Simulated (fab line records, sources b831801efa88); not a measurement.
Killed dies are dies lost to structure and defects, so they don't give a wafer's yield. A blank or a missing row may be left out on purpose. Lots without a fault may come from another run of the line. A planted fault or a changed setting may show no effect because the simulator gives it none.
fab line records | flow sky130 | part 2 of 2: steps 25 to 34 of 34
record lots=5 wafers=15 last_day=50
route steps=708 shown FIELD_ISO@15 NWELL@32 DNWELL@35 PWDE@45
lots that met no fault: from a run of the same line without faults
start_h: hours from the record's first day to the start of the lot's first wafer shown | wait_h: hours since the lot's step before | " the same as in the row above | L1.1+2: a row that stands for several wafers | - no value, or no start given | * or withheld: withheld | < > ~ a bound
route shown NAME@n: a module of which the file shows steps, and the number in the route of the first | usual: mean/standard deviation of fault-free wafers | same: alike in all rows | chamber/n: place in a boat | sites: the reading at each site | _std_site: their standard deviation | _edge_site: outer sites' mean less inner sites' | radius_mm: how far each site lies from the wafer's centre | mask NAME#n: copy n | behind: the tool/chamber that last shaped the wafer | hold: why the lot was held/for how many hours/how that ended | device: the transistor (n, p or np) that didn't switch | end of line: the same wafers' tests at the end of the route | a step without rows: its recipe alone | killed: dies lost to structure and defects at the first sort, not the wafer's yield | map: a wafer's dies, x killed, . not, _ none there
set.NAME: the setting as run; set.NAME@STEP: as run at that earlier step | model.NAME: the simulator's own value behind a step, which no gauge read
lots at some steps of the route; a table a step, a row a wafer
services: from which hour (start_h, from the record's first day; less than 0 if before it) a tool's chamber was out of use, for how many hours, and why
## steps
# step SKY_DNWELL_EXPOSE_04
# recipe mask_id=DNM na=0.57 target_cd_nm=3000 dose_mj=222
# usual stage_vel_mm_s=500.02/0.27
# columns lot.wafer tool chamber start_h wait_h mask stage_vel_mm_s
L076.1 iline_stepper-02 0 - - DNM#0 499.64
L076.3 " 0 " " DNM#0 499.82
L076.6 " 0 " " DNM#0 499.69
L077.2 iline_stepper-01 0 - - DNM#0 500.16
L077.3 " 0 " " DNM#0 500.43
L077.5 " 0 " " DNM#0 499.84
L092.1 iline_stepper-01 0 - - DNM#0 500.18
L092.4 " 0 " " DNM#0 500.18
L092.5 " 0 " " DNM#0 500.24
L093.1 iline_stepper-01 0 - - DNM#0 499.99
L093.3 " 0 " " DNM#0 499.82
L093.5 " 0 " " DNM#0 500.06
L096.2 iline_stepper-01 0 - - DNM#0 500.16
L096.3 " 0 " " DNM#0 500.08
L096.4 " 0 " " DNM#0 499.77
# step SKY_DNWELL_PEB_05
# recipe temp_c=115 time_s=withheld
# usual chill_plate_temp_C=22.97/0.09
# columns lot.wafer tool chamber start_h wait_h chill_plate_temp_C
L076.1 litho_track-01 0 - - 22.87
L076.3 " 0 " " 22.86
L076.6 " 0 " " 22.88
L077.2 litho_track-01 0 - - 22.99
L077.3 " 0 " " 23.03
L077.5 " 0 " " 22.96
L092.1 litho_track-04 0 - - 22.90
L092.4 " 0 " " 23.07
L092.5 " 0 " " 23.06
L093.1 litho_track-02 0 - - 22.95
L093.3 " 0 " " 23.02
L093.5 " 0 " " 22.94
L096.2 litho_track-02 0 - - 22.81
L096.3 " 0 " " 22.96
L096.4 " 0 " " 22.94
# step SKY_DNWELL_DEVELOP_06
# recipe wall_angle_deg=90 developer=TMAH develop_time_s=60 dev_temp_c=23
# usual chill_plate_temp_C=23.01/0.11
# columns lot.wafer tool chamber start_h wait_h chill_plate_temp_C
L076.1 litho_track-01 0 - - 23.02
L076.3 " 0 " " 23.08
L076.6 " 0 " " 23.07
L077.2 litho_track-01 0 - - 22.98
L077.3 " 0 " " 22.75
L077.5 " 0 " " 22.94
L092.1 litho_track-04 0 - - 23.24
L092.4 " 0 " " 23.03
L092.5 " 0 " " 23.06
L093.1 litho_track-02 0 - - 23.04
L093.3 " 0 " " 23.15
L093.5 " 0 " " 23.23
L096.2 litho_track-02 0 - - 23.04
L096.3 " 0 " " 23.15
L096.4 " 0 " " 23.00
# step SKY_DNWELL_IMPLANT_07
# recipe species=P energy_kev=withheld dose_cm2=withheld tilt_deg=withheld
# columns lot.wafer tool chamber start_h wait_h
L076.1+3+6 implanter-01 0 83.53 -
L077.2+3+5 implanter-02 0 83.91 -
L092.1+4+5 implanter-01 0 150.32 -
L093.1+3+5 implanter-02 0 156.07 -
L096.2+3+4 implanter-04 0 177.44 -
# step SKY_DNWELL_STRIP_08
# recipe chemistry=O2/N2 power_w=1400 pressure_mtorr=1500 platen_temp_c=withheld o2_flow_sccm=3000 n2_flow_sccm=287.4 overash_fraction=0.5
# usual chamber_pressure_mTorr=1499.8/1.4 drypump_motor_current_A=5.74/0.3 oes_product_au=0.722/0.0047 strip_time_to_endpoint_s=36.89/0.09
# same overash_fraction=0.5
# columns lot.wafer tool chamber start_h wait_h chamber_pressure_mTorr drypump_motor_current_A oes_product_au rf_hours_counter_h strip_time_to_endpoint_s
L076.1 plasma_asher-01 0 83.68 0.1 1499.8 5.70 0.720 27 36.94
L076.3 " 0 " " 1498.8 5.72 0.723 - 37.00
L076.6 " 1 " " 1500.3 5.11 0.727 - 36.89
L077.2 plasma_asher-03 1 84.03 0.1 1499.4 5.76 0.722 42 36.82
L077.3 " 1 " " 1500.4 5.74 0.725 - 36.98
L077.5 " 0 " " 1499.3 5.63 0.725 - 36.88
L092.1 plasma_asher-01 0 150.47 0.1 1498.5 5.69 0.715 35 36.76
L092.4 " 1 " " 1500.5 5.09 0.720 - 36.85
L092.5 " 0 " " 1501.5 5.71 0.728 - 36.93
L093.1 plasma_asher-04 1 156.22 0.1 1497.8 6.16 0.727 48 36.91
L093.3 " 1 " " 1498.4 6.13 0.717 - 36.92
L093.5 " 0 " " 1499.4 5.79 0.724 - 36.80
L096.2 plasma_asher-04 0 177.57 0.1 1500.8 5.80 0.732 50 36.86
L096.3 " 1 " " 1500.2 6.14 0.721 - 36.82
L096.4 " 0 " " 1497.4 5.80 0.717 - 36.81
# step SKY_DNWELL_TW_MEAS_09
# usual DNWELL_TW=1119/10
# columns lot.wafer tool chamber start_h wait_h DNWELL_TW
L076.1 film_metro-01 - 83.78 0.1 1112
L076.3 " - " " 1114
L076.6 " - " " 1111
L077.2 film_metro-02 - 84.14 0.1 1128
L077.3 " - " " 1127
L077.5 " - " " 1121
L092.1 film_metro-02 - 150.59 0.1 1127
L092.4 " - " " 1131
L092.5 " - " " 1128
L093.1 film_metro-01 - 156.32 0.1 1108
L093.3 " - " " 1100
L093.5 " - " " 1096
L096.2 film_metro-02 - 177.68 0.1 1131
L096.3 " - " " 1133
L096.4 " - " " 1133
# step SKY_PWDE_DEHYDRATE_00
# recipe temp_c=200 time_s=60
# usual chill_plate_temp_C=22.99/0.13
# columns lot.wafer tool chamber start_h wait_h chill_plate_temp_C
L076.1 litho_track-02 0 91.82 8.0 22.94
L076.3 " 0 " " 23.12
L076.6 " 0 " " 22.95
L077.2 litho_track-02 0 92.84 8.7 23.25
L077.3 " 0 " " 23.17
L077.5 " 0 " " 23.23
L092.1 litho_track-02 0 159.07 8.5 23.00
L092.4 " 0 " " 22.94
L092.5 " 0 " " 23.14
L093.1 litho_track-01 0 165.63 9.3 22.97
L093.3 " 0 " " 23.16
L093.5 " 0 " " 22.86
L096.2 litho_track-01 0 187.51 9.8 23.06
L096.3 " 0 " " 23.03
L096.4 " 0 " " 23.12
# step SKY_PWDE_HMDS_01
# recipe prime_time_s=60 prime_temp_c=120
# usual chill_plate_temp_C=22.99/0.11
# columns lot.wafer tool chamber start_h wait_h chill_plate_temp_C
L076.1 litho_track-02 0 91.97 0.1 23.03
L076.3 " 0 " " 23.11
L076.6 " 0 " " 23.19
L077.2 litho_track-02 0 92.99 0.1 22.98
L077.3 " 0 " " 22.87
L077.5 " 0 " " 23.09
L092.1 litho_track-02 0 159.22 0.1 22.94
L092.4 " 0 " " 22.91
L092.5 " 0 " " 22.87
L093.1 litho_track-01 0 165.78 0.1 23.04
L093.3 " 0 " " 23.13
L093.5 " 0 " " 23.17
L096.2 litho_track-01 0 187.66 0.1 23.12
L096.3 " 0 " " 23.13
L096.4 " 0 " " 23.06
# step SKY_PWDE_COAT_02
# recipe spin_rpm=2000 resist_thk_nm=3000
# usual chill_plate_temp_C=23.01/0.1
# columns lot.wafer tool chamber start_h wait_h chill_plate_temp_C
L076.1 litho_track-02 0 92.12 0.1 22.95
L076.3 " 0 " " 22.92
L076.6 " 0 " " 23.03
L077.2 litho_track-02 0 93.14 0.1 22.96
L077.3 " 0 " " 23.02
L077.5 " 0 " " 22.94
L092.1 litho_track-02 0 159.37 0.1 23.15
L092.4 " 0 " " 22.97
L092.5 " 0 " " 23.09
L093.1 litho_track-01 0 165.93 0.1 23.14
L093.3 " 0 " " 23.12
L093.5 " 0 " " 23.00
L096.2 litho_track-01 0 187.81 0.1 22.85
L096.3 " 0 " " 23.10
L096.4 " 0 " " 23.01
# step SKY_PWDE_SOFTBAKE_03
# recipe temp_c=110 time_s=withheld
# usual chill_plate_temp_C=23.05/0.084
# columns lot.wafer tool chamber start_h wait_h chill_plate_temp_C
L076.1 litho_track-02 0 92.27 0.1 23.05
L076.3 " 0 " " 23.09
L076.6 " 0 " " 23.11
L077.2 litho_track-02 0 93.30 0.1 22.98
L077.3 " 0 " " 23.12
L077.5 " 0 " " 23.03
L092.1 litho_track-02 0 159.52 0.1 22.92
L092.4 " 0 " " 23.10
L092.5 " 0 " " 23.11
L093.1 litho_track-01 0 166.08 0.1 23.19
L093.3 " 0 " " 22.94
L093.5 " 0 " " 23.03
L096.2 litho_track-01 0 187.97 0.1 23.16
L096.3 " 0 " " 23.01
L096.4 " 0 " " 23.13
## services
# columns tool chamber start_h hours kind
implanter-02 - 22.31 3.1 repair
implanter-02 - 29.60 2.8 pm
iline_stepper-01 - 32.56 1.7 pm
plasma_asher-04 - 36.09 4.3 repair
cmp-01 - 38.76 0.4 repair
hdpcvd-02 0 46.20 8.2 repair
furnace-01 - 59.94 4.9 pm
cmp-02 - 64.17 4.0 pm
furnace-02 - 64.98 3.2 pm
hdpcvd-01 - 66.75 15.0 pm
furnace-02 - 79.78 4.2 repair
plasma_asher-04 - 82.22 3.0 repair
iline_stepper-01 - 87.67 2.1 pm
rie_diel-03 0 90.66 8.2 repair
hdpcvd-01 1 97.78 8.9 repair
furnace-02 - 102.96 3.9 pm
furnace-02 - 108.31 2.4 pm
cmp-01 - 123.23 0.4 repair
wet_bench-02 - 129.80 1.9 pm
rie_diel-03 - 132.95 2.8 pm
furnace-01 - 138.75 9.5 repair
cmp-01 - 141.86 9.8 pm
rie_diel-01 - 145.17 22.8 repair
iline_stepper-01 - 167.76 28.9 pm
